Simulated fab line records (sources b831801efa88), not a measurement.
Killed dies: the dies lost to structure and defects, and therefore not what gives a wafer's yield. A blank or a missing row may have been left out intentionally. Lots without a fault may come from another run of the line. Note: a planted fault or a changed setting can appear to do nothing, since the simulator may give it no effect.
Matching of chambers    flow gf180mcu    GF_V4_CMP_26 on cmp-02 has 4 sister chambers
The step polishes, stops on SiO2, t overpolish 15 s, target thk 0 nm. 18 wafers are shown with their chamber, then 9 later ones without.

== EACH WAFER AND ITS CHAMBER ==
wafer   chamber  motor_current_A (A)  overpolish_run_s (s)  time_to_endpoint_s (s)
L074.2  0        10.0                 15.010                86
L074.3  3        10.7                 15.010                86
L074.5  3        10.9                 15.005                84
L077.1  1        10.9                 14.987                86
L077.4  0        9.9                  14.999                88
L077.6  2        9.9                  14.994                92
L078.2  2        10.2                 14.994                91
L078.3  1        11.6                 15.000                87
L078.6  1        11.7                 15.012                91
L092.2  1        11.8                 14.998                85
L092.3  2        10.4                 14.989                87
L092.5  1        11.4                 15.010                86
L091.1  2        9.9                  14.987                90
L091.2  1        11.4                 14.994                91
L091.4  0        9.5                  15.000                87
L093.1  2        10.5                 14.998                85
L093.3  3        11.0                 15.011                84
L093.6  1        11.7                 15.000                85

SIGNATURES (means of the wafers above)
reading             chamber 0  chamber 1  chamber 2  chamber 3  scatter within a chamber
motor_current_A     9.800      11.500     10.180     10.867     0.274
overpolish_run_s    15.00300   15.00014   14.99240   15.00867   0.00668
time_to_endpoint_s  87.00      87.29      89.00      84.67      2.39
Rule: a wafer's distance from a chamber is the root of the sum, over the readings, of the square of ((its reading less the chamber's mean) divided by the reading's scatter). If the next closest chamber is less than 2 further off than the closest, the wafer can't be placed; otherwise it belongs to the closest. The scatter is the square root of a quotient: the sum, over the shown wafers, of each reading's squared deviation from its chamber's mean, divided by wafers minus chambers.

== WAFERS MISSING THEIR CHAMBER ==
wafer   motor_current_A (A)  overpolish_run_s (s)  time_to_endpoint_s (s)
L094.2  10.1                 14.998                88
L094.5  11.4                 15.004                85
L094.6  10.4                 14.985                87
L095.2  9.8                  15.013                87
L095.4  10.1                 15.004                86
L095.6  10.1                 15.012                86
L096.3  11.2                 14.993                88
L096.4  10.5                 15.000                87
L096.5  10.1                 15.020                89

== CHAMBER TAKEN BY EACH ==
wafer   from the rows above                in truth
L094.2  can't be placed: 2 or 0            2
L094.5  can't be placed: 1 or 3            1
L094.6  can't be placed: 2 or 0            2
L095.2  can't be placed: 0 or 2            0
L095.4  can't be placed: 0 or 2 or 3       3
L095.6  can't be placed: 0 or 3 or 2       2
L096.3  can't be placed: 1 or 3            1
L096.4  can't be placed: 2 or 3 or 0 or 1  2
L096.5  can't be placed: 0 or 3 or 2       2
Correct placement for 0 of the 9. Not placeable from these rows: 9 (in 9, the candidates include the true chamber). Placed wrongly: 0.
